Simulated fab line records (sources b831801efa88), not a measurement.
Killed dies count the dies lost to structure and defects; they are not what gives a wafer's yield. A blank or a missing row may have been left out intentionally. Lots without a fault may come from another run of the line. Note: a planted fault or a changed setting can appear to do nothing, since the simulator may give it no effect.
8D (eight disciplines) problem report, filled in by code	flow sky130	the parts of the form that need people (team, actions taken, sign-off) are left out

## 1. WHAT IS WRONG
SONOS_ONO_CVD_04_THK at SKY_SONOS_ONO_THK_MEAS_05 reads a mean of 4.31 nm on 3 wafers of 1 lot; wafers without a fault read 5.73 nm with a standard deviation of 0.11. Relative to the usual mean, that is a shift of -13 standard deviations.
The first sign was on wafer L134.2 at day 16 03:42, on film-metro-04. The record has a number at this step for 30 wafers belonging to 10 lots. Rule for "out", or "out of limits": more than 4 standard deviations from the usual mean. Any other wafer with a number is counted as sound.

## 2. WHAT IT IS, AND WHAT IT ISN'T
question	is	is not
which readings at this step	SONOS_ONO_CVD_04_THK	-
which lots	L134	L120, L121, L122, L123, L124, L126, L130, L131, L136
which wafers of those lots	all that have a number	-
read on which gauges	film-metro-04	film-metro-01, film-metro-02
when	from day 16 03:42	up to then (24 sound wafers); but 3 sound wafers of L136 came after

## 3. THE SUSPECTS, EACH WITH WHAT RULES IT OUT
Counting: a tool stays on the suspect list if, at a process step up to the reading, it processed all lots that are out and no sound lot following the first of them.
- the gauge at SKY_SONOS_ONO_THK_MEAS_05: kept. All the wafers that are out were read on film-metro-04, and no step on other tools shows them out.
- lpcvd-03 at SKY_SONOS_ONO_CVD_04 (deposits SiO2 from SiH4/N2O, target thk 5.7199 nm): ruled out as a lasting fault. Sound lots L136 ran on it after its first lot that is out, L134 (day 16 02:26).
The count leaves film-metro-04 at SKY_SONOS_ONO_THK_MEAS_05.

## 4. THE CAUSE (what the simulator had put in)
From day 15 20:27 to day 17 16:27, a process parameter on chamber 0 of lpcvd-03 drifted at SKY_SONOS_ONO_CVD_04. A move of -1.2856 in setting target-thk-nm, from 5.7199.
Counting ruled it out, wrongly: the rule takes a fault to strike every lot that its tool runs from its start on, and this one did not.

## 5. THE EFFECT CHAIN, in route order
Each row: a reading whose mean over the struck wafers that have a number lies more than 3 standard deviations from the usual. Only readings for which the record gives a usual standard deviation are gone through. hours: the time from each lot's start at the first step in this table that gives one to its start at this step, as a median over the lots. sigmas: the change in usual standard deviations.
hours	step	reading	usual	on struck wafers	change	sigmas
0	SKY_SONOS_ONO_THK_MEAS_05	SONOS_ONO_CVD_04_THK	5.73 nm	4.31	-1.42	-13

## 6. WHAT WOULD HAVE CAUGHT IT SOONER
Counted from the fault's start at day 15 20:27, it took 7 hours until the first out-of-limits reading at a measuring or inspecting step in this record, taken at day 16 03:42.
